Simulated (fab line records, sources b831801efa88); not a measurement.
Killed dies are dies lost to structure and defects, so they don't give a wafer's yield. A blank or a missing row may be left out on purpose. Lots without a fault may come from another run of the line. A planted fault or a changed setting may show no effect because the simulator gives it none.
Which tool did it? | flow gf180mcu | 13 lots, 39 wafers sampled, at 5 steps of a route of 602

WHAT THE GAUGES READ, wafer by wafer
GF_STI_THK_MEAS_02. Usual: STI_OXIDATION_THK 10.18 nm, standard deviation 0.18.
lot  | measured    | on            | STI_OXIDATION_THK (nm) | flag
L638 | day 1 16:31 | film_metro-01 | 9.89 9.75 9.93         |
L639 | day 1 21:31 | film_metro-03 | 10.60 10.50 10.38      |
L641 | day 2 07:31 | film_metro-02 | 9.89 9.88 9.88         |
L642 | day 2 12:31 | film_metro-02 | 10.10 10.28 10.29      |
L643 | day 2 17:31 | film_metro-01 | 10.35 10.31 10.23      |
L644 | day 2 23:01 | film_metro-01 | 9.96 10.09 10.07       |
L645 | day 3 03:31 | film_metro-03 | 10.30 10.38 10.16      |
L646 | day 3 08:31 | film_metro-03 | 10.22 10.04 10.03      |
L648 | day 3 18:32 | film_metro-01 | 10.06 10.10 9.95       |
L649 | day 3 23:31 | film_metro-03 | 10.17 10.39 10.19      |
L650 | day 4 04:31 | film_metro-02 | 10.41 10.47 10.50      |
L653 | day 4 19:31 | film_metro-03 | 10.08 10.03 10.08      |
L659 | day 6 01:31 | film_metro-02 | 10.17 10.19 10.17      |

GF_VT_IMPLANT_RS_MEAS_49: measures by four-point-probe. Usual: MVPSD_RS 1169 ohm/sq, standard deviation 3.2.
lot  | measured     | on            | MVPSD_RS (ohm/sq) | flag
L638 | day 7 19:34  | film_metro-01 | 1167 1169 1167    |
L639 | day 8 01:32  | film_metro-04 | 1170 1169 1171    |
L641 | day 8 15:39  | film_metro-03 | 1167 1166 1169    |
L642 | day 8 22:01  | film_metro-04 | 1175 1175 1173    |
L643 | day 9 06:01  | film_metro-01 | 1169 1166 1163    |
L644 | day 9 10:38  | film_metro-01 | 1164 1161 1163    |
L645 | day 9 20:04  | film_metro-04 | 1171 1168 1170    |
L646 | day 10 01:47 | film_metro-03 | 1172 1168 1167    |
L648 | day 10 15:12 | film_metro-04 | 1172 1170 1166    |
L649 | day 10 21:05 | film_metro-04 | 1174 1171 1173    |
L650 | day 11 03:56 | film_metro-04 | 1173 1171 1173    |
L653 | day 12 03:28 | film_metro-04 | 1169 1169 1168    |
L659 | day 13 20:17 | film_metro-03 | 1176 1173 1180    |

GF_HV_LDD_CD_MEAS_07: target cd 400 nm. Usual: cd_nm 399.9 nm, standard deviation 2.9.
lot  | measured     | on        | cd_nm (nm)        | flag
L638 | day 10 07:38 | cd_sem-01 | 404.4 402.7 407.3 |
L639 | day 10 12:01 | cd_sem-01 | 401.2 401.6 402.0 |
L641 | day 11 03:55 | cd_sem-01 | 403.6 402.2 400.9 |
L642 | day 11 12:35 | cd_sem-01 | 397.3 397.1 396.3 |
L643 | day 11 19:32 | cd_sem-02 | 395.8 395.2 395.7 |
L644 | day 11 22:55 | cd_sem-02 | 401.9 401.2 401.8 |
L645 | day 12 13:04 | cd_sem-01 | 404.3 404.5 404.7 |
L646 | day 12 17:04 | cd_sem-01 | 399.3 399.0 401.7 |
L648 | day 13 08:39 | cd_sem-02 | 401.4 398.8 396.1 |
L649 | day 13 13:43 | cd_sem-02 | 397.4 395.1 398.0 |
L650 | day 13 21:19 | cd_sem-02 | 401.4 402.0 402.6 |
L653 | day 15 01:44 | cd_sem-01 | 399.6 402.0 399.7 |
L659 | day 16 21:02 | cd_sem-01 | 398.8 399.4 399.8 |

GF_CONTACT_CD_MEAS_14: target cd 220 nm. Usual: cd_nm 220.0 nm, standard deviation 1.6.
lot  | measured     | on        | cd_nm (nm)        | flag
L638 | day 16 07:55 | cd_sem-02 | 221.5 220.2 219.1 |
L639 | day 16 16:47 | cd_sem-02 | 222.5 220.7 221.2 |
L641 | day 17 12:46 | cd_sem-02 | 221.1 220.4 221.3 |
L642 | day 17 23:41 | cd_sem-02 | 221.7 222.6 224.2 |
L643 | day 18 07:43 | cd_sem-02 | 221.7 221.7 221.7 |
L644 | day 18 14:47 | cd_sem-02 | 217.9 218.1 218.9 |
L645 | day 19 04:58 | cd_sem-01 | 222.6 222.1 222.5 |
L646 | day 19 14:13 | cd_sem-01 | 219.7 220.5 219.6 |
L648 | day 20 06:59 | cd_sem-01 | 219.7 218.1 218.8 |
L649 | day 20 15:44 | cd_sem-01 | 221.3 218.7 221.3 |
L650 | day 20 17:55 | cd_sem-01 | 217.7 219.0 217.3 |
L653 | day 22 03:34 | cd_sem-01 | 220.7 218.9 218.7 |
L659 | day 24 01:40 | cd_sem-01 | 221.3 220.8 220.5 |

WHICH TOOL RAN EACH LOT (tool, then ch and the chambers of the sampled wafers, then the start)
lot  | GF_MVPSD_IMPLANT_08
L638 | implanter-03 ch 0, day 5 05:59
L639 | implanter-03 ch 0, day 5 11:36
L641 | implanter-04 ch 0, day 5 23:30
L642 | implanter-01 ch 0, day 6 04:52
L643 | implanter-03 ch 0, day 6 11:41
L644 | implanter-04 ch 0, day 6 17:42
L645 | implanter-03 ch 0, day 7 01:18
L646 | implanter-03 ch 0, day 7 05:43
L648 | implanter-03 ch 0, day 7 18:26
L649 | implanter-04 ch 0, day 8 00:06
L650 | implanter-03 ch 0, day 8 05:00
L653 | implanter-03 ch 0, day 9 00:21
L659 | implanter-03 ch 0, day 10 14:27
- GF_MVPSD_IMPLANT_08

WHAT THE TOOLS THEMSELVES READ (means of the sampled wafers that have a number; where no wafer has one, the mark that the record gives instead)
GF_MVPSD_IMPLANT_08. Usual: faraday_current_uA 84.7, standard deviation 1.7.
lot  | tool         | faraday_current_uA | flag
L638 | implanter-03 | 85.6               |
L639 | implanter-03 | 85.1               |
L641 | implanter-04 | 86.8               |
L642 | implanter-01 | 85.6               |
L643 | implanter-03 | 82.6               |
L644 | implanter-04 | 85.2               |
L645 | implanter-03 | 84.8               |
L646 | implanter-03 | 84.7               |
L648 | implanter-03 | 83.8               |
L649 | implanter-04 | 84.1               |
L650 | implanter-03 | 83.8               |
L653 | implanter-03 | 84.4               |
L659 | implanter-03 | 83.3               |

THE ANSWER, worked out from the rows above alone
Rule: a lot is off if the mean of its wafers that have a number lies more than 3 standard deviations from the usual mean. A lot without any number at a reading at which 4 lots or more have one is off too. The other lots that the step has rows for count as sound. The gauges are gone through in route order, then the tools' own readings, and for those a lot's mean is taken as printed above. The first step at which some lot is off is used, and at that step the reading that is off furthest; a lot without a number counts as furthest.
No lot is off at any reading shown: from this, nothing can be told.

WHAT THE SIMULATOR HAD PUT IN
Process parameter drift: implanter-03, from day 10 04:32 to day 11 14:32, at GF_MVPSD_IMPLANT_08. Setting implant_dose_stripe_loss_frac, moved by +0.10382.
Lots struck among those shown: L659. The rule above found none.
